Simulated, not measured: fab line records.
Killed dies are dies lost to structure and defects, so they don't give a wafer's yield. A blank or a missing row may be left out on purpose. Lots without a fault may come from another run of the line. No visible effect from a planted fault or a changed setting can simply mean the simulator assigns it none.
Which of the tools did it? :: flow gf180mcu :: 12 lots, 36 wafers sampled, at 2 steps of a route of 602

== WHAT THE GAUGES SHOWED, per wafer ==
GF_MIM_THK_MEAS_06.
lot: L473
measured: day 25 04:00
on: film-metro-02
MIM_CVD_05_THK (nm): 42.0 41.0 42.7

lot: L474
measured: day 25 16:52
on: film-metro-02
MIM_CVD_05_THK (nm): 41.9 42.5 42.5

lot: L475
measured: day 25 21:58
on: film-metro-04
MIM_CVD_05_THK (nm): 42.9 42.7 42.4

lot: L477
measured: day 26 00:09
on: film-metro-02
MIM_CVD_05_THK (nm): 41.9 42.1 42.4

lot: L479
measured: day 26 13:40
on: film-metro-01
MIM_CVD_05_THK (nm): 41.8 41.9 41.6

lot: L478
measured: day 26 17:04
on: film-metro-04
MIM_CVD_05_THK (nm): 42.0 42.4 42.9

lot: L482
measured: day 27 12:30
on: film-metro-04
MIM_CVD_05_THK (nm): 42.6 43.1 43.5

lot: L488
measured: day 29 07:08
on: film-metro-04
MIM_CVD_05_THK (nm): 41.2 42.0 42.0

lot: L491
measured: day 30 02:15
on: film-metro-01
MIM_CVD_05_THK (nm): 42.2 43.0 43.4

lot: L494
measured: day 30 17:20
on: film-metro-01
MIM_CVD_05_THK (nm): 41.3 41.9 42.0

lot: L495
measured: day 31 00:49
on: film-metro-01
MIM_CVD_05_THK (nm): 41.7 41.6 42.5

lot: L496
measured: day 31 03:43
on: film-metro-04
MIM_CVD_05_THK (nm): 42.2 42.1 42.3

== EACH LOT AND THE TOOL THAT RAN IT (in order: tool; ch and the chambers of the sampled wafers; start) ==
lot: L473
GF_V4_SPUTTER_22: pvd-sputter-01, day 25 03:07

lot: L474
GF_V4_SPUTTER_22: pvd-sputter-04, day 25 15:57

lot: L475
GF_V4_SPUTTER_22: pvd-sputter-04, day 25 21:04

lot: L477
GF_V4_SPUTTER_22: pvd-sputter-03, day 25 23:16

lot: L479
GF_V4_SPUTTER_22: pvd-sputter-04, day 26 12:46

lot: L478
GF_V4_SPUTTER_22: pvd-sputter-04, day 26 16:10

lot: L482
GF_V4_SPUTTER_22: pvd-sputter-04, day 27 11:37

lot: L488
GF_V4_SPUTTER_22: pvd-sputter-04, day 29 06:13

lot: L491
GF_V4_SPUTTER_22: pvd-sputter-01, day 30 01:13

lot: L494
GF_V4_SPUTTER_22: pvd-sputter-03, day 30 16:26

lot: L495
GF_V4_SPUTTER_22: pvd-sputter-04, day 30 23:55

lot: L496
GF_V4_SPUTTER_22: pvd-sputter-01, day 31 02:50
- GF_V4_SPUTTER_22: material TiN, target thk 10 nm, time 40 s.

== AS READ BY THE TOOLS THEMSELVES (means over the sampled wafers that have a number; for cases with no such wafer, the mark the record gives instead) ==
GF_V4_SPUTTER_22.
lot: L473
tool: pvd-sputter-01
throttle-valve-pct (%): 29.5

lot: L474
tool: pvd-sputter-04
throttle-valve-pct (%): 31.0

lot: L475
tool: pvd-sputter-04
throttle-valve-pct (%): 30.4

lot: L477
tool: pvd-sputter-03
throttle-valve-pct (%): 29.1

lot: L479
tool: pvd-sputter-04
throttle-valve-pct (%): 30.8

lot: L478
tool: pvd-sputter-04
throttle-valve-pct (%): 30.8

lot: L482
tool: pvd-sputter-04
throttle-valve-pct (%): 30.5

lot: L488
tool: pvd-sputter-04
throttle-valve-pct (%): 30.7

lot: L491
tool: pvd-sputter-01
throttle-valve-pct (%): 29.0

lot: L494
tool: pvd-sputter-03
throttle-valve-pct (%): 28.8

lot: L495
tool: pvd-sputter-04
throttle-valve-pct (%): 30.7

lot: L496
tool: pvd-sputter-01
throttle-valve-pct (%): 30.0

== THE ANSWER, worked out from the rows above alone ==
Rule: the lots themselves supply what counts as usual. The widest of any qualifying gaps counts: lots, ordered by their means at a reading, are off when they make up no more than a third of the lots, leave a main group of 4 or more, and stand apart from it by 3 or more times the standard deviation of that group's means. The tables above print the reading to a certain number of digits; a main group whose means all agree to those digits is not used. A lot without any number at a reading at which 4 lots or more have one is off too. The other lots that the step has rows for count as sound. First the gauges in route order, then the tools' own readings, where a lot's mean is used as printed above. The first step at which some lot is off is used, and at that step the reading that is off furthest; a lot without a number counts as furthest.
Nothing can be told from this: no lot is off at any reading shown.

== WHAT HAD BEEN PUT IN BY THE SIMULATOR ==
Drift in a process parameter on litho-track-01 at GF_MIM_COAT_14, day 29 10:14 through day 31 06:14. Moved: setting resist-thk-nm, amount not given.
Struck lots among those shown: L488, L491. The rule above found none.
